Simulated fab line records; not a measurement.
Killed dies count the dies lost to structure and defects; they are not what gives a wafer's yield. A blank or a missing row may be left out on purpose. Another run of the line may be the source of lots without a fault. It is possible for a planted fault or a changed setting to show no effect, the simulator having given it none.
What tool caused it? | flow sky130 | 7 lots with 21 wafers sampled at 4 steps, on a route of 708 steps

== WHAT THE GAUGES READ, wafer by wafer ==
SKY_POLY_GATE_CD_MEAS_22.
lot  | measured     | on        | cd-nm (nm)
L603 | day 17 00:52 | cd-sem-01 | 149.8 145.8 148.5
L606 | day 18 04:22 | cd-sem-01 | 149.6 151.7 147.6
L614 | day 25 11:31 | cd-sem-01 | 151.0 149.9 149.9
L615 | day 25 11:23 | cd-sem-01 | 151.1 152.0 148.8
L617 | day 25 11:21 | cd-sem-02 | 147.6 149.1 151.1
L621 | day 25 11:38 | cd-sem-02 | 149.0 149.4 149.6
L625 | day 25 13:02 | cd-sem-02 | 148.1 146.8 152.5

== TOOL THAT RAN EACH LOT (tool first, then ch and the chambers of the sampled wafers, then the start) ==
lot  | SKY_POLY_GATE_ETCH_15              | SKY_POLY_GATE_ETCH_16              | SKY_POLY_GATE_ETCH_17
L603 | rie-diel-02 ch 1,2,3, day 16 20:14 | rie-diel-02 ch 1,2,3, day 16 20:19 | rie-si-02 ch 1,2,3, day 16 20:25
L606 | rie-diel-04 ch 2,3, day 18 01:38   | rie-diel-04 ch 2,3, day 18 01:43   | rie-si-02 ch 0,1,2, day 18 01:49
L614 | rie-diel-02 ch 0,2,3, day 25 08:17 | rie-diel-02 ch 0,2,3, day 25 08:22 | rie-si-01 ch 0,1,3, day 25 08:28
L615 | rie-diel-04 ch 0,3, day 25 07:32   | rie-diel-04 ch 0,3, day 25 07:37   | rie-si-01 ch 0,1, day 25 07:43
L617 | rie-diel-03 ch 2,3, day 25 07:56   | rie-diel-03 ch 2,3, day 25 08:01   | rie-si-02 ch 2,3, day 25 08:07
L621 | rie-diel-04 ch 0,2, day 25 08:29   | rie-diel-04 ch 0,2, day 25 08:34   | rie-si-02 ch 1,2,3, day 25 08:40
L625 | rie-diel-03 ch 0,2,3, day 25 09:59 | rie-diel-03 ch 0,2,3, day 25 10:04 | rie-si-01 ch 0,2,3, day 25 10:10
- SKY_POLY_GATE_ETCH_15: etches BARC in N2/H2, stops on SiO2, time 118.5 s, target depth 110 nm.
- SKY_POLY_GATE_ETCH_16: etches Si3N4 in CH3F/O2, stops on poly-Si, time 147.5 s, target depth 75 nm.
- SKY_POLY_GATE_ETCH_17: etches poly-Si in HBr/Cl2, stops on SiO2, target depth 180 nm, time 70.5 s.

== THE ANSWER, worked out from the rows above alone ==
Rule: what is usual is taken from the lots themselves. Put in order of their means at a reading, lots are off if they are a third of the lots or fewer, leave a main group of 4 or more, and stand apart from it by a gap of 3 or more times the standard deviation of the main group's means; of several such gaps the widest counts. A main group whose means are all the same, to the digits that the tables above print for the reading, isn't used. Also off: a lot with no number at a reading for which 4 or more lots have one. Any other lot the step has rows for is counted as sound.
Nothing can be told from this: no lot is off at any reading shown.

== WHAT THE SIMULATOR HAD PUT IN ==
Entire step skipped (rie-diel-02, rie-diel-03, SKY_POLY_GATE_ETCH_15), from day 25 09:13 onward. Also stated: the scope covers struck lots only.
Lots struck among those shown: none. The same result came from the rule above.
